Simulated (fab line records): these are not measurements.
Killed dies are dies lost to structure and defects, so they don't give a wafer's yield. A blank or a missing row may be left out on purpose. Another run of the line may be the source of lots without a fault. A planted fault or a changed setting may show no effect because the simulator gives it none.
Which tool did it? -- flow sky130 -- 48 wafers from 16 lots sampled at 3 of the route's 708 steps

== WHAT EACH GAUGE READ, for each wafer ==
SKY_VIA3_RS_MEAS_22: the measuring method here is four-point-probe.
lot,measured,on,VIA3_W_RS (ohm/sq)
L157,day 39 06:43,filmMetro-02,0.289 0.291 0.294
L158,day 40 00:22,filmMetro-02,0.296 0.304 0.297
L159,day 40 16:38,filmMetro-01,0.292 0.295 0.293
L160,day 41 02:01,filmMetro-01,0.290 0.289 0.296
L164,day 41 21:10,filmMetro-02,0.296 0.295 0.300
L165,day 42 08:08,filmMetro-02,0.294 0.294 0.293
L166,day 42 17:16,filmMetro-01,0.298 0.297 0.297
L167,day 42 19:17,filmMetro-02,0.293 0.292 0.293
L168,day 43 06:38,filmMetro-02,0.291 0.292 0.292
L169,day 43 10:59,filmMetro-01,0.301 0.299 0.299
L171,day 43 16:39,filmMetro-02,0.302 0.307 0.306
L172,day 44 01:41,filmMetro-01,0.292 0.297 0.292
L174,day 44 18:35,filmMetro-02,0.289 0.292 0.293
L178,day 45 20:05,filmMetro-03,0.301 0.297 0.296
L176,day 45 22:03,filmMetro-03,0.302 0.306 0.306
L179,day 46 01:52,filmMetro-02,0.298 0.296 0.297

== EACH LOT AND THE TOOL THAT RAN IT (in order: tool; ch and the chambers of the sampled wafers; start) ==
lot,SKY_CAPM_SPUTTER_02,SKY_VIA3_CVD_21
L157,"pvdSputter-03, day 35 22:44","cvdW-01 ch 0,1, day 39 06:34"
L158,"pvdSputter-04, day 36 17:28","cvdW-01 ch 1, day 40 00:14"
L159,"pvdSputter-04, day 37 11:55","cvdW-01 ch 0,1, day 40 16:31"
L160,"pvdSputter-04, day 37 19:49","cvdW-01 ch 0,1, day 41 01:53"
L164,"pvdSputter-04, day 38 15:38","cvdW-02 ch 0,1, day 41 21:03"
L165,"pvdSputter-03, day 39 03:31","cvdW-02 ch 0,1, day 42 08:01"
L166,"pvdSputter-04, day 39 14:57","cvdW-02 ch 0,1, day 42 17:08"
L167,"pvdSputter-04, day 39 16:01","cvdW-01 ch 0,1, day 42 19:10"
L168,"pvdSputter-04, day 40 04:05","cvdW-01 ch 0, day 43 06:23"
L169,"pvdSputter-01, day 40 09:16","cvdW-02 ch 0,1, day 43 10:51"
L171,"pvdSputter-03, day 40 15:10","cvdW-02 ch 0, day 43 16:30"
L172,"pvdSputter-04, day 41 00:16","cvdW-01 ch 0,1, day 44 01:34"
L174,"pvdSputter-04, day 41 18:38","cvdW-01 ch 0,1, day 44 18:27"
L178,"pvdSputter-04, day 42 23:23","cvdW-01 ch 0,1, day 45 19:58"
L176,"pvdSputter-04, day 43 01:32","cvdW-02 ch 0, day 45 21:56"
L179,"pvdSputter-03, day 43 05:35","cvdW-02 ch 1, day 46 01:43"
- SKY_CAPM_SPUTTER_02: material TiN, target thk 200 nm, time 166.7 s.
- SKY_VIA3_CVD_21: deposits W, target thk 390 nm, time 117.31 s.

== AS READ BY THE TOOLS THEMSELVES (means over the sampled wafers that have a number; for cases with no such wafer, the mark the record gives instead) ==
SKY_CAPM_SPUTTER_02.
lot,tool,throttleValvePct (%)
L157,pvdSputter-03,28.3
L158,pvdSputter-04,29.6
L159,pvdSputter-04,29.2
L160,pvdSputter-04,29.0
L164,pvdSputter-04,28.8
L165,pvdSputter-03,28.3
L166,pvdSputter-04,28.6
L167,pvdSputter-04,28.6
L168,pvdSputter-04,29.1
L169,pvdSputter-01,30.9
L171,pvdSputter-03,29.1
L172,pvdSputter-04,27.9
L174,pvdSputter-04,29.8
L178,pvdSputter-04,28.5
L176,pvdSputter-04,28.7
L179,pvdSputter-03,28.6

SKY_VIA3_CVD_21.
lot,tool,heaterPowerW (W)
L157,cvdW-01,942
L158,cvdW-01,772
L159,cvdW-01,947
L160,cvdW-01,941
L164,cvdW-02,807
L165,cvdW-02,767
L166,cvdW-02,764
L167,cvdW-01,945
L168,cvdW-01,1028
L169,cvdW-02,809
L171,cvdW-02,859
L172,cvdW-01,874
L174,cvdW-01,960
L178,cvdW-01,962
L176,cvdW-02,856
L179,cvdW-02,716

== THE ANSWER, worked out from the rows above alone ==
Rule: what is usual is taken from the lots themselves. The widest of any qualifying gaps counts: lots, ordered by their means at a reading, are off when they make up no more than a third of the lots, leave a main group of 4 or more, and stand apart from it by 3 or more times the standard deviation of that group's means. If all means in a main group match to the digits the tables above print for the reading, that group is not used. Also off: a lot with no number at a reading for which 4 or more lots have one. All remaining lots with rows at the step are treated as sound. First the gauges in route order, then the tools' own readings, where a lot's mean is used as printed above. The first step at which some lot is off is used, and at that step the reading that is off furthest; a lot without a number counts as furthest.
None of the lots is off at any reading shown; this tells nothing.

== WHAT THE SIMULATOR PUT IN ==
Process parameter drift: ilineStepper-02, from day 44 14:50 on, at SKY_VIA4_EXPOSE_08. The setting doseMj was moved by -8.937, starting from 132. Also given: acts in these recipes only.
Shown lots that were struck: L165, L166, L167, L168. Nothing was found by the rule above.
